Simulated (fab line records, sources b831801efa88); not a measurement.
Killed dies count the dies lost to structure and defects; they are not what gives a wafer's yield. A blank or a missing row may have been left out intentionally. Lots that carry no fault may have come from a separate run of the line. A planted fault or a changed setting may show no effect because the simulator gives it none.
fab line records ; flow sky130
record lots=6; wafers=18; last-day=50
route steps=708 shown VT_ADJUST_NCORE@128 VT_ADJUST_HVTR@131 VT_ADJUST_PCH@143 PAD_OPEN@708
lots untouched by any fault: they come from a run of this same line in which no faults occurred
start-h: hours from the record's opening day to when the first of the lot's shown wafers began ; wait-h: hours since the lot's step before ; " unchanged from the row above ; L1.1+2: one row covering several wafers at once ; - no value present, or no start provided ; * or withheld: withheld ; < > ~ a bound
route shown NAME@n: NAME is a module with steps in the file, n the number in the route of the first one ; usual: mean/standard deviation of fault-free wafers ; same: alike in all rows ; chamber/n: place in a boat ; sites: per-site readings ; _std_site: standard deviation of those values ; _edge_site: the outer-site mean with the inner-site mean subtracted ; radius-mm: how far each site lies from the wafer's centre ; mask NAME#n: copy n ; behind: tool/chamber where the wafer was last shaped ; hold: cause of the lot's hold/its duration in hours/its outcome ; device: the n, p or np transistor that did not switch ; end of line: tests of these same wafers at the route's end ; for a step that has no rows: nothing shown but its recipe ; killed: count of dies lost to structure and defects at first sort (not the wafer's yield) ; map: the dies of a wafer, with x for killed, . for not killed, _ for no die there
set.NAME: the setting that was run; set.NAME@STEP: the one run at that earlier step ; model.NAME: the simulator's own value behind a step, which no gauge read
a table for each step, a row for each wafer; lots at some steps of the route
services: a tool's chamber out of use, with start hour (start-h, from the record's first day; less than 0 if before it), hours out, and reason
## steps
# step SKY_VT_ADJUST_NCORE_IMPLANT_09
# recipe species=B; energy-kev=10; dose-cm2=2.4e+12; tilt-deg=withheld
# step SKY_VT_ADJUST_NCORE_STRIP_10
# recipe chemistry=O2/N2; power-w=1400; pressure-mtorr=1500; platen-temp-c=withheld; o2-flow-sccm=3000; n2-flow-sccm=300; overash-fraction=0.5
# usual drypump-motor-current-A=5.7/0.42; oes-product-au=0.716/0.0045; strip-time-to-endpoint-s=13.94/0.037
lot.wafer;tool;chamber;start-h;wait-h;drypump-motor-current-A;oes-product-au;rf-hours-counter-h;strip-time-to-endpoint-s
L687.1;plasma-asher-04;0;202.36;0.1;5.9;0.714;40;13.99
L687.4;plasma-asher-04;1;202.36;0.1;5.0;0.715;-;14.02
L687.6;plasma-asher-04;0;202.36;0.1;5.9;0.715;-;13.94
L690.3;plasma-asher-03;0;220.83;0.1;5.9;0.715;-;13.95
L690.4;plasma-asher-03;1;220.83;0.1;5.7;0.713;-;13.95
L690.6;plasma-asher-03;1;220.83;0.1;5.7;0.708;-;13.98
L695.3;plasma-asher-03;0;263.37;0.1;5.9;0.714;-;13.90
L695.4;plasma-asher-03;1;263.37;0.1;5.7;0.716;-;13.97
L695.5;plasma-asher-03;0;263.37;0.1;5.9;0.704;-;13.97
L697.1;plasma-asher-02;0;279.58;0.1;6.3;0.717;59;13.96
L697.3;plasma-asher-02;0;279.58;0.1;6.3;0.710;-;13.90
L697.6;plasma-asher-02;1;279.58;0.1;5.4;0.722;-;13.92
L705.1;plasma-asher-04;1;330.96;0.1;5.0;0.720;53;13.91
L705.2;plasma-asher-04;0;330.96;0.1;5.8;0.711;53;13.94
L705.6;plasma-asher-04;0;330.96;0.1;5.8;0.712;-;13.94
L706.1;plasma-asher-02;1;340.58;0.1;5.5;0.710;66;14.02
L706.5;plasma-asher-02;0;340.58;0.1;6.3;0.711;-;13.98
L706.6;plasma-asher-02;1;340.58;0.1;5.4;0.713;-;14.00
# step SKY_VT_ADJUST_NCORE_TW_MEAS_11
# usual VT_ADJUST_NCORE_TW=218.2/1.7
lot.wafer;tool;chamber;start-h;wait-h;VT_ADJUST_NCORE_TW
L687.1;film-metro-03;-;202.46;0.1;219.7
L687.4;film-metro-03;-;202.46;0.1;219.3
L687.6;film-metro-03;-;202.46;0.1;219.9
L690.3;film-metro-01;-;220.92;0.1;216.1
L690.4;film-metro-01;-;220.92;0.1;215.3
L690.6;film-metro-01;-;220.92;0.1;215.0
L695.3;film-metro-04;-;263.45;0.1;218.8
L695.4;film-metro-04;-;263.45;0.1;219.7
L695.5;film-metro-04;-;263.45;0.1;218.8
L697.1;film-metro-01;-;279.68;0.1;216.1
L697.3;film-metro-01;-;279.68;0.1;215.5
L697.6;film-metro-01;-;279.68;0.1;214.8
L705.1;film-metro-03;-;331.06;0.1;219.4
L705.2;film-metro-03;-;331.06;0.1;218.5
L705.6;film-metro-03;-;331.06;0.1;218.6
L706.1;film-metro-04;-;340.68;0.1;218.8
L706.5;film-metro-04;-;340.68;0.1;218.7
L706.6;film-metro-04;-;340.68;0.1;219.1
# step SKY_VT_ADJUST_HVTR_DEHYDRATE_00
# recipe temp-c=200; time-s=60
# step SKY_VT_ADJUST_HVTR_HMDS_01
# recipe prime-time-s=60; prime-temp-c=120
# step SKY_VT_ADJUST_HVTR_COAT_02
# recipe resist=NOVOLAK; spin-rpm=3000; resist-thk-nm=1154
# step SKY_VT_ADJUST_HVTR_SOFTBAKE_03
# recipe temp-c=90; time-s=60; resist=NOVOLAK
# step SKY_VT_ADJUST_HVTR_EXPOSE_04
# recipe mask-id=HVTRM; target-cd-nm=380; na=0.6; source-shape=conventional; sigma-outer=0.6; dose-mj=150
# step SKY_VT_ADJUST_HVTR_PEB_05
# recipe temp-c=withheld; time-s=*; resist=NOVOLAK
# step SKY_VT_ADJUST_HVTR_DEVELOP_06
# recipe develop-time-s=60; dev-temp-c=23
# step SKY_VT_ADJUST_HVTR_CD_MEAS_07
# recipe target-cd-nm=380
# usual cd-nm=379.8/2.4
lot.wafer;tool;chamber;start-h;wait-h;cd-nm
L687.1;cd-sem-02;-;224.28;0.1;378.0
L687.4;cd-sem-02;-;224.28;0.1;376.5
L687.6;cd-sem-02;-;224.28;0.1;380.7
L690.3;cd-sem-02;-;244.55;0.1;381.3
L690.4;cd-sem-02;-;244.55;0.1;379.7
L690.6;cd-sem-02;-;244.55;0.1;380.1
L695.3;cd-sem-02;-;287.45;0.1;377.2
L695.4;cd-sem-02;-;287.45;0.1;378.4
L695.5;cd-sem-02;-;287.45;0.1;378.4
L697.1;cd-sem-02;-;304.71;0.1;382.6
L697.3;cd-sem-02;-;304.71;0.1;385.4
L697.6;cd-sem-02;-;304.71;0.1;383.6
L705.1;cd-sem-02;-;357.83;0.1;382.2
L705.2;cd-sem-02;-;357.83;0.1;382.4
L705.6;cd-sem-02;-;357.83;0.1;379.4
L706.1;cd-sem-02;-;368.28;0.1;382.5
L706.5;cd-sem-02;-;368.28;0.1;382.0
L706.6;cd-sem-02;-;368.28;0.1;382.0
# step SKY_VT_ADJUST_HVTR_OVL_MEAS_08
# usual VT_ADJUST_HVTR_OVL=0.1/1.5
lot.wafer;tool;chamber;start-h;wait-h;VT_ADJUST_HVTR_OVL[nm]
L687.1;overlay-02;-;224.40;0.1;-0.4
L687.4;overlay-02;-;224.40;0.1;-0.1
L687.6;overlay-02;-;224.40;0.1;-1.3
L690.3;overlay-02;-;244.64;0.1;0.1
L690.4;overlay-02;-;244.64;0.1;-0.3
L690.6;overlay-02;-;244.64;0.1;2.2
L695.3;overlay-02;-;287.54;0.1;-0.2
L695.4;overlay-02;-;287.54;0.1;-0.2
L695.5;overlay-02;-;287.54;0.1;-0.1
L697.1;overlay-01;-;304.83;0.1;-1.1
L697.3;overlay-01;-;304.83;0.1;-2.3
L697.6;overlay-01;-;304.83;0.1;-2.1
L705.1;overlay-02;-;357.95;0.1;-0.1
L705.2;overlay-02;-;357.95;0.1;-3.6
L705.6;overlay-02;-;357.95;0.1;-1.2
L706.1;overlay-01;-;368.40;0.1;0.8
L706.5;overlay-01;-;368.40;0.1;2.5
L706.6;overlay-01;-;368.40;0.1;3.3
# step SKY_VT_ADJUST_HVTR_IMPLANT_09
# recipe species=B; energy-kev=10; dose-cm2=2.1e+12; tilt-deg=withheld
# usual beam-on-s=10.00/0.19; dose-ions-cm2=2.1002e+12/2.2e+09; end-station-pressure-torr=5.05e-06/2.6e-07; faraday-current-uA=11.85/0.22
lot.wafer;tool;chamber;start-h;wait-h;beam-on-s;dose-ions-cm2;end-station-pressure-torr;faraday-current-uA
L687.1;implanter-04;0;224.44;0.0;10.12;2.0992e+12;4.84e-06;11.73
L687.4;implanter-04;0;224.44;0.0;10.26;2.099e+12;4.35e-06;11.51
L687.6;implanter-04;0;224.44;0.0;10.10;2.0985e+12;4.66e-06;11.75
L690.3;implanter-02;0;244.71;0.1;10.11;2.1005e+12;5.26e-06;11.76
L690.4;implanter-02;0;244.71;0.1;9.88;2.1001e+12;5.37e-06;11.94
L690.6;implanter-02;0;244.71;0.1;10.06;2.0996e+12;4.85e-06;11.77
L695.3;implanter-02;0;287.61;0.1;9.98;1.3698e+12;5.16e-06;7.76
L695.4;implanter-02;0;287.61;0.1;10.07;1.3726e+12;5.15e-06;7.65
L695.5;implanter-02;0;287.61;0.1;9.89;1.3723e+12;4.76e-06;7.80
L697.1;implanter-02;0;304.86;0.0;10.04;1.3659e+12;5.41e-06;7.69
L697.3;implanter-02;0;304.86;0.0;10.12;1.3717e+12;5.19e-06;7.67
L697.6;implanter-02;0;304.86;0.0;10.26;1.3707e+12;4.98e-06;7.50
L705.1;implanter-04;0;357.98;0.0;10.33;2.1043e+12;4.75e-06;11.41
L705.2;implanter-04;0;357.98;0.0;10.21;2.0991e+12;4.89e-06;11.58
L705.6;implanter-04;0;357.98;0.0;10.08;2.0997e+12;4.91e-06;11.78
L706.1;implanter-04;0;368.43;0.0;9.95;2.1033e+12;4.99e-06;11.83
L706.5;implanter-04;0;368.43;0.0;9.98;2.1011e+12;4.97e-06;11.90
L706.6;implanter-04;0;368.43;0.0;9.89;2.1002e+12;5.18e-06;12.02
# step SKY_VT_ADJUST_HVTR_STRIP_10
# recipe chemistry=O2/N2; power-w=1400; pressure-mtorr=1500; platen-temp-c=withheld; o2-flow-sccm=3000; n2-flow-sccm=300; overash-fraction=0.5
# usual drypump-motor-current-A=5.8/0.4; oes-product-au=0.716/0.0041; strip-time-to-endpoint-s=14.30/0.032
lot.wafer;tool;chamber;start-h;wait-h;drypump-motor-current-A;oes-product-au;rf-hours-counter-h;strip-time-to-endpoint-s
L687.1;plasma-asher-03;0;224.59;0.1;5.9;0.715;10;14.33
L687.4;plasma-asher-03;1;224.59;0.1;5.6;0.722;-;14.32
L687.6;plasma-asher-03;1;224.59;0.1;5.6;0.711;-;14.33
L690.3;plasma-asher-03;0;244.85;0.1;5.9;0.711;-;14.37
L690.4;plasma-asher-03;1;244.85;0.1;5.6;0.714;-;14.37
L690.6;plasma-asher-03;1;244.85;0.1;5.6;0.708;-;14.36
L695.3;plasma-asher-03;1;287.75;0.1;5.6;0.722;-;14.27
L695.4;plasma-asher-03;0;287.75;0.1;5.9;0.711;-;14.30
L695.5;plasma-asher-03;1;287.75;0.1;5.7;0.723;-;14.29
L697.1;plasma-asher-02;1;305.01;0.1;5.4;0.715;62;14.24
L697.3;plasma-asher-02;1;305.01;0.1;5.4;0.719;-;14.26
L697.6;plasma-asher-02;1;305.01;0.1;5.4;0.720;-;14.27
L705.1;plasma-asher-01;1;358.13;0.1;5.0;0.718;65;14.28
L705.2;plasma-asher-01;0;358.13;0.1;6.4;0.714;65;14.28
L705.6;plasma-asher-01;1;358.13;0.1;5.0;0.723;-;14.28
L706.1;plasma-asher-01;0;368.58;0.1;6.4;0.722;66;14.36
L706.5;plasma-asher-01;0;368.58;0.1;6.4;0.722;-;14.36
L706.6;plasma-asher-01;1;368.58;0.1;5.0;0.714;-;14.36
# step SKY_VT_ADJUST_HVTR_TW_MEAS_11
# usual VT_ADJUST_HVTR_TW=211.4/0.95
lot.wafer;tool;chamber;start-h;wait-h;VT_ADJUST_HVTR_TW
L687.1;film-metro-04;-;224.69;0.1;209.8
L687.4;film-metro-04;-;224.69;0.1;210.4
L687.6;film-metro-04;-;224.69;0.1;210.0
L690.3;film-metro-03;-;244.93;0.1;210.5
L690.4;film-metro-03;-;244.93;0.1;210.1
L690.6;film-metro-03;-;244.93;0.1;211.3
L695.3;film-metro-04;-;287.83;0.1;188.0
L695.4;film-metro-04;-;287.83;0.1;187.7
L695.5;film-metro-04;-;287.83;0.1;187.2
L697.1;film-metro-03;-;305.11;0.1;188.7
L697.3;film-metro-03;-;305.11;0.1;187.3
L697.6;film-metro-03;-;305.11;0.1;190.0
L705.1;film-metro-03;-;358.23;0.1;210.8
L705.2;film-metro-03;-;358.23;0.1;212.3
L705.6;film-metro-03;-;358.23;0.1;211.6
L706.1;film-metro-02;-;368.68;0.1;212.4
L706.5;film-metro-02;-;368.68;0.1;211.8
L706.6;film-metro-02;-;368.68;0.1;211.7
# step SKY_VT_ADJUST_PCH_DEHYDRATE_00
# recipe temp-c=200; time-s=60
# step SKY_PAD_OPEN_PROBE_99
# usual killed_at_M0_to_M3=44/6.9; killed_at_M4_up=3.3/1.7; killed-at-contacts=24/4.7; killed-at-front-end=15/4.5; killed-at-other=0.2/0.49; killed-dies=86/8.4; killed-open=47/6.5; killed-short=39/6
# same gross-dies=492; killed-at-back-side=0
lot.wafer;tool;chamber;start-h;wait-h;killed_at_M0_to_M3;killed_at_M4_up;killed-at-contacts;killed-at-front-end;killed-at-other;killed-dies;killed-open;killed-short;model.etest.pfet_01v8_mvt.drive-ua-um;model.etest.pfet_01v8_mvt.off-log10-a-um;model.etest.pfet_01v8_mvt.vt-sat-v;model.etest.pfet_01v8_mvt.vt-v;model.etest.pfet_01v8_mvt.vt-long-v
L687.1;prober-02;-;1090.80;0.1;42;4;29;12;0;87;42;45;155.9;-10.17;-0.5407;-0.6267;-0.8314
L687.4;prober-02;-;1090.95;0.2;32;3;30;12;0;77;39;38;154.1;-10.28;-0.5398;-0.6246;-0.8335
L687.6;prober-02;-;1091.05;0.2;51;2;27;16;0;96;46;50;154.5;-10.41;-0.5473;-0.6327;-0.8371
L690.3;prober-01;-;1108.13;0.2;46;2;27;20;1;96;48;48;154.1;-10.82;-0.5806;-0.6667;-0.87
L690.4;prober-01;-;1108.18;0.2;64;2;23;20;0;109;54;55;150.8;-10.76;-0.5784;-0.666;-0.8696
L690.6;prober-01;-;1108.28;0.2;42;2;24;18;0;86;49;37;151.3;-10.9;-0.5861;-0.6736;-0.8742
L695.3;prober-01;-;1147.56;0.2;55;2;20;23;0;100;54;46;143.8;-11.78;-0.658;-0.7302;-0.9312
L695.4;prober-01;-;1147.61;0.2;45;3;29;16;0;93;50;41;141.5;-12.11;-0.6751;-0.7475;-0.9405
L695.5;prober-01;-;1147.66;0.2;48;1;22;15;0;86;49;37;141.5;-12.01;-0.6729;-0.7423;-0.9375
L697.1;prober-02;-;1162.67;0.1;36;7;24;12;1;80;40;40;138.2;-11.82;-0.6585;-0.7294;-0.9342
L697.3;prober-02;-;1162.77;0.2;43;7;29;8;0;87;45;42;139.4;-11.9;-0.6509;-0.7278;-0.934
L697.6;prober-02;-;1162.92;0.2;47;7;21;10;1;86;45;41;136.5;-11.89;-0.6606;-0.7332;-0.9353
L705.1;prober-01;-;1192.06;0.1;52;1;26;25;0;104;57;47;153.1;-10.69;-0.574;-0.6598;-0.8639
L705.2;prober-01;-;1192.11;0.1;61;3;13;15;2;94;53;41;150.3;-10.96;-0.5864;-0.6631;-0.867
L705.6;prober-01;-;1192.31;0.2;37;5;25;23;0;90;49;41;147.7;-10.85;-0.5892;-0.6701;-0.8679
L706.1;prober-02;-;1195.47;0.1;49;3;19;11;1;83;49;34;144.6;-11.16;-0.5868;-0.6733;-0.8859
L706.5;prober-02;-;1195.67;0.2;38;3;28;10;0;79;40;39;144.2;-11.19;-0.6061;-0.6863;-0.8928
L706.6;prober-02;-;1195.72;0.2;48;4;26;17;0;95;55;40;144.9;-11.31;-0.6068;-0.6871;-0.8908
# killed by level:class
L687.1 CONTACT:geometric-particle:open=14 METAL2:geometric-particle:short=9 VIA1:geometric-particle:open=8 LOCAL_INTERCONNECT:geometric-particle:short=8 VIA1:geometric-particle:short=6 VIA2:geometric-particle:open=6 POLY_GATE:geometric-particle:short=5 METAL1:geometric-particle:short=5
L687.4 CONTACT:geometric-particle:open=9 CONTACT:geometric-particle:short=7 LOCAL_INTERCONNECT:geometric-particle:short=6 METAL1:geometric-particle:short=6 VIA1:geometric-particle:open=6 VIA2:geometric-particle:open=6 FIELD_ISO:geometric-particle:open=5 FIELD_ISO:geometric-particle:short=5
L687.6 VIA1:geometric-particle:open=14 CONTACT:geometric-particle:short=11 VIA1:geometric-particle:short=8 METAL1:geometric-particle:short=7 CONTACT:geometric-particle:open=7 VIA3:geometric-particle:open=6 METAL2:geometric-particle:short=5 VIA2:geometric-particle:open=4
L690.3 VIA1:geometric-particle:open=10 CONTACT:geometric-particle:open=10 METAL2:geometric-particle:short=8 LI_CONTACT:geometric-particle:open=6 METAL1:geometric-particle:short=6 VIA1:geometric-particle:short=5 VIA2:geometric-particle:short=5 FIELD_ISO:geometric-particle:short=4
L690.4 VIA1:geometric-particle:open=11 VIA1:geometric-particle:short=10 VIA3:geometric-particle:short=8 METAL2:geometric-particle:short=7 VIA3:geometric-particle:open=6 CONTACT:geometric-particle:open=6 VIA2:geometric-particle:open=6 FIELD_ISO:geometric-particle:short=5
L690.6 VIA1:geometric-particle:open=10 CONTACT:geometric-particle:open=9 VIA3:geometric-particle:open=7 FIELD_ISO:geometric-particle:open=6 LI_CONTACT:geometric-particle:open=6 FIELD_ISO:geometric-particle:short=5 POLY_GATE:geometric-particle:short=5 METAL1:geometric-particle:short=5
L695.3 VIA1:geometric-particle:open=13 LI_CONTACT:geometric-particle:open=11 METAL1:geometric-particle:short=9 FIELD_ISO:geometric-particle:open=7 FIELD_ISO:geometric-particle:short=6 METAL2:geometric-particle:short=6 VIA3:geometric-particle:open=6 VIA1:geometric-particle:short=5
L695.4 CONTACT:geometric-particle:open=12 LI_CONTACT:geometric-particle:open=9 VIA2:geometric-particle:open=9 FIELD_ISO:geometric-particle:short=7 METAL1:geometric-particle:short=6 LOCAL_INTERCONNECT:geometric-particle:short=5 VIA1:geometric-particle:open=5 METAL2:geometric-particle:short=5
L695.5 LI_CONTACT:geometric-particle:open=10 VIA1:geometric-particle:open=10 VIA3:geometric-particle:open=8 VIA3:geometric-particle:short=7 VIA2:geometric-particle:open=6 FIELD_ISO:geometric-particle:open=4 CONTACT:geometric-particle:open=4 METAL2:geometric-particle:short=4
L697.1 CONTACT:geometric-particle:open=8 VIA1:geometric-particle:open=7 VIA2:geometric-particle:open=7 METAL4:geometric-particle:short=7 LI_CONTACT:geometric-particle:open=6 VIA1:geometric-particle:short=6 FIELD_ISO:geometric-particle:open=5 CONTACT:geometric-particle:short=5
L697.3 CONTACT:geometric-particle:open=10 LI_CONTACT:geometric-particle:open=9 VIA1:geometric-particle:open=9 METAL1:geometric-particle:short=8 LOCAL_INTERCONNECT:geometric-particle:short=5 METAL2:geometric-particle:short=5 VIA2:geometric-particle:short=5 VIA2:geometric-particle:open=5
L697.6 CONTACT:geometric-particle:open=11 VIA1:geometric-particle:open=11 METAL4:geometric-particle:short=6 METAL3:geometric-particle:short=5 LI_CONTACT:geometric-particle:open=4 VIA1:geometric-particle:short=4 METAL2:geometric-particle:open=4 METAL2:geometric-particle:short=4
L705.1 FIELD_ISO:geometric-particle:short=10 LI_CONTACT:geometric-particle:open=10 VIA1:geometric-particle:open=9 VIA2:geometric-particle:short=8 VIA3:geometric-particle:open=8 POLY_GATE:geometric-particle:open=7 CONTACT:geometric-particle:open=7 VIA2:geometric-particle:open=5
L705.2 VIA1:geometric-particle:open=19 METAL2:geometric-particle:short=8 VIA2:geometric-particle:open=8 POLY_GATE:geometric-particle:open=6 VIA3:geometric-particle:open=5 CONTACT:geometric-particle:open=5 METAL1:geometric-particle:short=4 VIA1:geometric-particle:short=4
L705.6 VIA1:geometric-particle:open=9 VIA3:geometric-particle:open=8 FIELD_ISO:geometric-particle:open=7 CONTACT:geometric-particle:open=7 FIELD_ISO:geometric-particle:short=6 METAL4:geometric-particle:short=5 CONTACT:geometric-particle:short=5 LI_CONTACT:geometric-particle:open=5
L706.1 VIA1:geometric-particle:open=11 LI_CONTACT:geometric-particle:open=7 CONTACT:geometric-particle:open=7 VIA2:geometric-particle:open=5 VIA3:geometric-particle:open=5 METAL2:geometric-particle:short=4 METAL1:geometric-particle:short=4 VIA3:geometric-particle:short=4
L706.5 VIA1:geometric-particle:open=9 CONTACT:geometric-particle:open=8 LI_CONTACT:geometric-particle:open=7 METAL3:geometric-particle:short=7 LI_CONTACT:geometric-particle:short=6 METAL2:geometric-particle:short=6 METAL1:geometric-particle:short=5 VIA2:geometric-particle:open=4
L706.6 VIA1:geometric-particle:open=17 LOCAL_INTERCONNECT:geometric-particle:short=7 CONTACT:geometric-particle:open=7 VIA3:geometric-particle:open=6 LI_CONTACT:geometric-particle:open=5 METAL1:geometric-particle:short=5 METAL3:geometric-particle:short=5 SPACER:geometric-particle:open=4
## services
tool;chamber;start-h;hours;kind
implanter-04;-;187.33;6.3;pm
plasma-asher-01;-;228.18;14.6;pm
implanter-04;-;243.52;4.8;pm
plasma-asher-02;-;252.73;0.9;repair
plasma-asher-01;-;271.71;2.8;pm
plasma-asher-04;-;281.48;5.6;repair
plasma-asher-03;-;281.94;2.9;repair
plasma-asher-03;-;283.02;4.3;repair
plasma-asher-01;-;284.23;0.6;repair
plasma-asher-01;-;308.17;28.1;pm
implanter-02;-;309.21;5.5;pm
implanter-04;-;343.14;1.0;repair
## key
first-sign step=SKY_VT_ADJUST_HVTR_IMPLANT_09; reading=dose-ions-cm2; direction=down; sigmas=99+; usual=*; struck=*
effect step=SKY_VT_ADJUST_HVTR_IMPLANT_09; reading=faraday-current-uA; direction=down; sigmas=19; usual=11.85; struck=7.68
effect step=SKY_VT_ADJUST_HVTR_TW_MEAS_11; reading=VT_ADJUST_HVTR_TW; direction=down; sigmas=24; usual=211.4; struck=188.1
model-effect step=SKY_PAD_OPEN_PROBE_99; value=etest.pfet_01v8_mvt.drive-ua-um; without=153.8; struck=140.2
met-at SKY_VT_ADJUST_HVTR_IMPLANT_09
struck-wafers L695.3,L695.4,L695.5,L697.1,L697.3,L697.6
tester-left-out L695,L697
onset-between 244.71 287.61
fault kind=process-parameter-drift; tool=implanter-02; chamber=-; onset-h=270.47; steps=SKY_VT_ADJUST_HVTR_IMPLANT_09; channel=dose-cm2; offset=*; shape=step; end-h=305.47; acts-in=*; stated=*
# tester-left-out: of these lots the tester's yield and bins aren't shown, on N5 and GAA mostly nor the transistor test; their killed dies are dies lost to structure and defects alone, not to doping, threshold or leakage, so they don't give the yield
